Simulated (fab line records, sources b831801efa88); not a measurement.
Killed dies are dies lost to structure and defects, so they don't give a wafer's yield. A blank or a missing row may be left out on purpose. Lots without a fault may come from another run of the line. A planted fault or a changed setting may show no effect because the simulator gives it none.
A struck lot beside a sound one | flow sky130 | 14 steps out of a route of 708
Sound: wafers L787.2, L787.3, L787.6. Struck: wafers L780.1, L780.3, L780.6. The cause comes at the end.
At each step with rows: each side's tool, then ch and its chambers, then its first start. Under that, the readings that differ: sound wafers | struck wafers | difference of the means | sigmas: that difference in standard deviations of wafers without a fault.
alike: readings whose means differ by less than 2 such deviations, and words and numbers that are the same on both sides. not compared: withheld readings, readings that some wafer has no value for, bounds like >300 that may hide the same value, and numbers for which the record gives no deviation and whose values overlap.
The two part at a step that has a row with sigmas, a row that says differs or no value, or rows on one side only. Numbers that don't overlap but have no deviation are shown without sigmas and don't part them. A reading that every wafer of one side lacks parts them only if that side has two wafers or more.

SKY_METAL3_SPUTTER_02: material AlCu, target thk 735 nm, time 39.1 s.
  sound on pvd_sputter-02, day 43 14:00; struck on pvd_sputter-04, day 42 00:15
  alike: cathode_dc_power_W, throttle_valve_pct
SKY_METAL3_SPUTTER_03: material Ti, target thk 5 nm, time 3.3 s.
  sound on pvd_sputter-02, day 43 14:02; struck on pvd_sputter-04, day 42 00:17
  alike: cathode_dc_power_W, throttle_valve_pct
SKY_METAL3_SPUTTER_04: material TiN, target thk 70 nm, time 58.3 s.
  sound on pvd_sputter-02, day 43 14:04; struck on pvd_sputter-04, day 42 00:18
  alike: cathode_dc_power_W, throttle_valve_pct
SKY_CAPM_CVD_00: deposits SiO2, target thk 15.5 nm.
  sound on pecvd-03 ch 0,2, day 43 14:07; struck on pecvd-03 ch 1,2, day 42 00:21
  alike: heater_power_w
SKY_CAPM_THK_MEAS_01:
  sound on film_metro-04, day 43 14:08; struck on film_metro-04, day 42 00:22
  reading              | sound             | struck            | difference | sigmas
  CAPM_CVD_00_THK (nm) | 14.87 15.01 15.19 | 15.47 15.68 15.91 | +0.66      | +3
SKY_CAPM_SPUTTER_02: material TiN, target thk 200 nm, time 166.7 s.
  sound on pvd_sputter-03, day 43 14:11; struck on pvd_sputter-03, day 42 00:26
  alike: cathode_dc_power_W, throttle_valve_pct
SKY_CAPM_RS_MEAS_03: measures by four-point-probe.
  sound on film_metro-01, day 43 14:19; struck on film_metro-03, day 42 00:32
  alike: CAPM_TIN_RS
SKY_CAPM_THK_MEAS_04: measures by xrf.
  sound on film_metro-01, day 43 14:26; struck on film_metro-03, day 42 00:40
  alike: CAPM_TIN_THK
then, 4 steps without rows for these wafers: SKY_CAPM_DEHYDRATE_05 (time 60 s); SKY_CAPM_HMDS_06 (prime time 60 s); SKY_CAPM_COAT_07 (resist thk 1140 nm); SKY_CAPM_SOFTBAKE_08 (time 60 s).
SKY_CAPM_EXPOSE_09: exposes mask CAPM, target cd 1000 nm.
  sound on iline_stepper-01 ch 0, day 44 01:05; struck on iline_stepper-01, day 42 12:45
  no value came back on the struck wafers for exposure_dose_mJ_cm2, focus_offset_nm (nm), na; on the sound wafers exposure_dose_mJ_cm2 reads 158.90 158.69 158.98
  alike: mask
then, 1 step without rows for these wafers: SKY_CAPM_PEB_10.

WHERE THEY PART
First at SKY_CAPM_THK_MEAS_01; last, within this record, at SKY_CAPM_EXPOSE_09.

WHY: what the simulator had put in
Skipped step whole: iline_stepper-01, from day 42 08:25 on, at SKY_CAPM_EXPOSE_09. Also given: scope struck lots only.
